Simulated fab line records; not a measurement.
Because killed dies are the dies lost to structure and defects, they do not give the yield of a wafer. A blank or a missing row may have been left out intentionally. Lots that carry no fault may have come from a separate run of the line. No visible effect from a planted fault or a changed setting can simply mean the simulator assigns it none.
What tool caused it? | flow sky130 | 18 wafers from 6 lots sampled at 3 of the route's 708 steps

## WHAT THE GAUGES READ, wafer by wafer
SKY_VT_ADJUST_LVTN_OVL_MEAS_18.
lot  | measured     | on         | VT_ADJUST_LVTN_01_OVL (nm)
L175 | day 8 00:13  | overlay-01 | -4.1 -3.2 -3.8
L177 | day 8 20:02  | overlay-01 | -1.7 -3.4 -2.0
L181 | day 9 16:22  | overlay-02 | -3.1 -1.5 -3.0
L184 | day 10 12:53 | overlay-02 | -0.2 -0.8 -0.3
L189 | day 11 21:55 | overlay-01 | -3.9 -0.7 1.1
L196 | day 13 21:04 | overlay-01 | 0.0 -0.6 -2.8

## WHICH TOOL RAN EACH LOT (tool, then ch and the chambers of the sampled wafers, then the start)
lot  | SKY_NWELL_COAT_05                | SKY_NWELL_STRIP_14
L175 | litho track-01 ch 0, day 4 11:58 | plasma asher-04 ch 0,1, day 4 20:37
L177 | litho track-03 ch 0, day 5 04:25 | plasma asher-03 ch 0,1, day 5 13:28
L181 | litho track-01 ch 0, day 5 21:13 | plasma asher-04 ch 0,1, day 6 07:43
L184 | litho track-01 ch 0, day 6 15:09 | plasma asher-01 ch 0,1, day 7 00:35
L189 | litho track-03 ch 0, day 7 17:22 | plasma asher-01 ch 0,1, day 8 04:12
L196 | litho track-02 ch 0, day 9 09:41 | plasma asher-04 ch 0,1, day 9 20:23
- SKY_NWELL_COAT_05: resist thk 3000 nm.
- SKY_NWELL_STRIP_14: strips in O2/N2.

## THE ANSWER, worked out from the rows above alone
Rule: the usual values come from the lots themselves. Put in order of their means at a reading, lots are off if they are a third of the lots or fewer, leave a main group of 4 or more, and stand apart from it by a gap of 3 or more times the standard deviation of the main group's means; of several such gaps the widest counts. A main group is skipped when, at the precision printed for the reading in the tables above, its means are all equal. Also off: a lot with no number at a reading for which 4 or more lots have one. The other lots that the step has rows for count as sound.
Nothing can be told from this: no lot is off at any reading shown.

## WHAT THE SIMULATOR HAD PUT IN
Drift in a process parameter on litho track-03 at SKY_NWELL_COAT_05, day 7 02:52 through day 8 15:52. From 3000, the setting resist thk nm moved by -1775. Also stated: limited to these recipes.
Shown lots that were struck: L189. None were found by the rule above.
